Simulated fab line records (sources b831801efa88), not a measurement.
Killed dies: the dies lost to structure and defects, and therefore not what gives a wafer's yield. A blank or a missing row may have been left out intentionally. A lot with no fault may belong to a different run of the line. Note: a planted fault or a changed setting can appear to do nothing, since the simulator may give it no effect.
The tool behind it: which one? -- flow sky130 -- 11 lots, 33 wafers sampled, at 5 steps of a route of 708

## WHAT THE GAUGES READ, wafer by wafer
Not one reading of a measure or inspect step in the record can be checked against a usual standard deviation.

## WHICH TOOL RAN EACH LOT (tool, then ch and the chambers of the sampled wafers, then the start)
lot,SKY_METAL3_STRIP_19,SKY_VIA3_STRIP_16,SKY_METAL4_SPUTTER_00,SKY_METAL4_ETCH_16,SKY_PAD_OPEN_PROBE_99
L553,"plasmaAsher-04 ch 0,1, day 38 17:34","plasmaAsher-01 ch 0,1, day 39 20:14","pvdSputter-01, day 39 21:30","rieMetal-02 ch 0,1, day 41 23:52",-
L555,"plasmaAsher-03 ch 0,1, day 39 14:29","plasmaAsher-01 ch 0,1, day 40 16:34","pvdSputter-01, day 40 17:47","rieMetal-03 ch 0,1, day 42 17:54",-
L558,"plasmaAsher-04 ch 0,1, day 39 17:30","plasmaAsher-02 ch 0,1, day 40 19:38","pvdSputter-01, day 40 20:53","rieMetal-03 ch 0,1, day 42 21:22","prober-01, day 46 20:46"
L557,"plasmaAsher-03 ch 0,1, day 39 19:27","plasmaAsher-04 ch 0,1, day 40 21:26","pvdSputter-01, day 40 22:41","rieMetal-02 ch 0,1, day 42 22:22","prober-02, day 46 22:16"
L560,"plasmaAsher-04 ch 0,1, day 41 00:01","plasmaAsher-04 ch 0,1, day 42 01:14","pvdSputter-01, day 42 02:30","rieMetal-02 ch 0,1, day 44 01:16","prober-02, day 47 19:12"
L569,"plasmaAsher-01 ch 0,1, day 43 06:07","plasmaAsher-04 ch 0,1, day 44 06:05","pvdSputter-01, day 44 07:21","rieMetal-02 ch 0,1, day 46 03:52",-
L568,"plasmaAsher-01 ch 0,1, day 43 08:14","plasmaAsher-02 ch 0,1, day 44 08:10","pvdSputter-03, day 44 09:26","rieMetal-02 ch 0,1, day 46 04:35",-
L572,"plasmaAsher-01 ch 0,1, day 44 14:57","plasmaAsher-04 ch 0,1, day 45 13:20","pvdSputter-01, day 45 14:36","rieMetal-03 ch 1, day 47 08:11",-
L573,"plasmaAsher-03 ch 0,1, day 44 18:09","plasmaAsher-02 ch 0,1, day 45 17:26","pvdSputter-02, day 45 18:49","rieMetal-03 ch 1, day 47 12:50","prober-02, day 50 16:16"
L575,"plasmaAsher-03 ch 0,1, day 44 22:36","plasmaAsher-04 ch 0,1, day 45 21:32","pvdSputter-02, day 45 22:48","rieMetal-03 ch 0,1, day 47 16:40",-
L576,"plasmaAsher-01 ch 0, day 45 00:31","plasmaAsher-01 ch 0,1, day 45 23:53","pvdSputter-01, day 46 01:10","rieMetal-03 ch 0,1, day 47 18:34",-
- SKY_METAL3_STRIP_19: strips in O2/N2.
- SKY_VIA3_STRIP_16: strips in O2/N2.
- SKY_METAL4_SPUTTER_00: material Ti, target thk 15 nm, time 10 s.
- SKY_METAL4_ETCH_16: etches BARC in N2/H2, stops on SiO2, time 88.2 s, target depth 60 nm.
- SKY_PAD_OPEN_PROBE_99

## WHAT THE TOOLS THEMSELVES READ (means of the sampled wafers that have a number; where no wafer has one, the mark that the record gives instead)
SKY_METAL3_STRIP_19.
lot,tool,drypumpMotorCurrentA (A),oesProductAu (a.u.),stripTimeToEndpointS (s)
L553,plasmaAsher-04,5.3,0.504,6.64
L555,plasmaAsher-03,5.6,0.504,6.64
L558,plasmaAsher-04,5.5,0.499,6.55
L557,plasmaAsher-03,5.6,0.504,6.61
L560,plasmaAsher-04,5.3,0.500,6.54
L569,plasmaAsher-01,5.1,0.507,6.65
L568,plasmaAsher-01,5.4,0.507,6.59
L572,plasmaAsher-01,5.4,0.504,6.64
L573,plasmaAsher-03,5.6,0.507,6.52
L575,plasmaAsher-03,5.3,0.500,6.56
L576,plasmaAsher-01,4.9,0.501,6.50

SKY_VIA3_STRIP_16.
lot,tool,drypumpMotorCurrentA (A),oesProductAu (a.u.),stripTimeToEndpointS (s)
L553,plasmaAsher-01,5.1,0.398,4.149
L555,plasmaAsher-01,5.4,0.401,4.113
L558,plasmaAsher-02,6.3,0.403,4.121
L557,plasmaAsher-04,5.3,0.407,4.117
L560,plasmaAsher-04,5.5,0.399,4.109
L569,plasmaAsher-04,5.3,0.405,4.149
L568,plasmaAsher-02,6.3,0.399,4.119
L572,plasmaAsher-04,5.4,0.404,4.149
L573,plasmaAsher-02,5.8,0.403,4.154
L575,plasmaAsher-04,5.3,0.407,4.132
L576,plasmaAsher-01,5.4,0.400,4.098

SKY_METAL4_SPUTTER_00.
lot,tool,throttleValvePct (%)
L553,pvdSputter-01,29.8
L555,pvdSputter-01,31.0
L558,pvdSputter-01,30.9
L557,pvdSputter-01,30.9
L560,pvdSputter-01,29.8
L569,pvdSputter-01,29.2
L568,pvdSputter-03,30.5
L572,pvdSputter-01,29.8
L573,pvdSputter-02,30.6
L575,pvdSputter-02,30.4
L576,pvdSputter-01,31.1

SKY_METAL4_ETCH_16.
lot,tool,biasW (W),drypumpMotorCurrentA (A),oesProductAu (a.u.),throttleValvePct (%)
L553,rieMetal-02,100.14,6.1,0.625,13.211
L555,rieMetal-03,100.12,5.4,0.618,13.202
L558,rieMetal-03,100.00,5.7,0.625,13.204
L557,rieMetal-02,99.96,6.1,0.626,13.203
L560,rieMetal-02,100.20,6.5,0.631,13.188
L569,rieMetal-02,88.95,6.1,0.623,13.204
L568,rieMetal-02,88.86,6.4,0.627,13.196
L572,rieMetal-03,100.16,6.0,0.627,13.213
L573,rieMetal-03,99.91,6.0,0.628,13.213
L575,rieMetal-03,99.81,5.7,0.629,13.200
L576,rieMetal-03,99.81,5.4,0.625,13.205

SKY_PAD_OPEN_PROBE_99.
lot,tool,defectLimitedYield (%),killed_at_M0_to_M3,killed_at_M4_up,killedAtContacts,killedAtFrontEnd,killedAtOther,killedDies,killedOpen,killedShort,sort_bin_3_pad_short (%),sort_bin_5_function (%),sort_bin_6_memory (%),sortNPass,sortYieldPct (%)
L558,prober-01,82.6,47,4.7,22,12,0.0,86,51,35,0.7,10.8,5.9,406,82.6
L557,prober-02,83.0,47,3.7,16,16,0.3,84,43,41,1.1,9.1,6.7,408,83.0
L560,prober-02,82.6,35,5.0,28,18,0.0,86,47,36,0.8,10.6,6.0,406,82.6
L573,prober-02,82.4,40,5.0,28,13,0.3,86,49,37,0.9,10.2,6.4,406,82.4

## THE ANSWER, worked out from the rows above alone
Rule: the lots themselves supply what counts as usual. Put in order of their means at a reading, lots are off if they are a third of the lots or fewer, leave a main group of 4 or more, and stand apart from it by a gap of 3 or more times the standard deviation of the main group's means; of several such gaps the widest counts. A main group is skipped when, at the precision printed for the reading in the tables above, its means are all equal. Also off: a lot with no number at a reading for which 4 or more lots have one. All remaining lots with rows at the step are treated as sound. After the gauges, taken in route order, come the tools' own readings; for these a lot's mean is taken, as printed above. The first step at which some lot is off is used, and at that step the reading that is off furthest; a lot without a number counts as furthest.
Off: L569, L568, at SKY_METAL4_ETCH_16 (biasW). Mean 100.01 W and standard deviation 0.14 in the main group.
If a tool, at that step or one of the process steps before it, ran each lot that is off and ran no sound lot following the first of them, it fits. One fits: SKY_METAL4_ETCH_16 on rieMetal-02. Its last sound lot is L560 (day 44 01:16), its first lot that is off L569 (day 46 03:52): a fault that began between those two fits.
The tool's own readings at SKY_METAL4_ETCH_16 bear it out: on the lots that are off they differ by more than 5 times the standard deviation of the sound lots' means. biasW reads 88.91 W there against 100.01 W on the sound lots.

## WHAT THE SIMULATOR HAD INSERTED
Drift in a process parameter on rieMetal-02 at SKY_METAL4_ETCH_16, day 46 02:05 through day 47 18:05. Setting biasW shifted by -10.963 from 100. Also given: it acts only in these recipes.
Shown lots that were struck: L569, L568. The rule above reached the same finding.
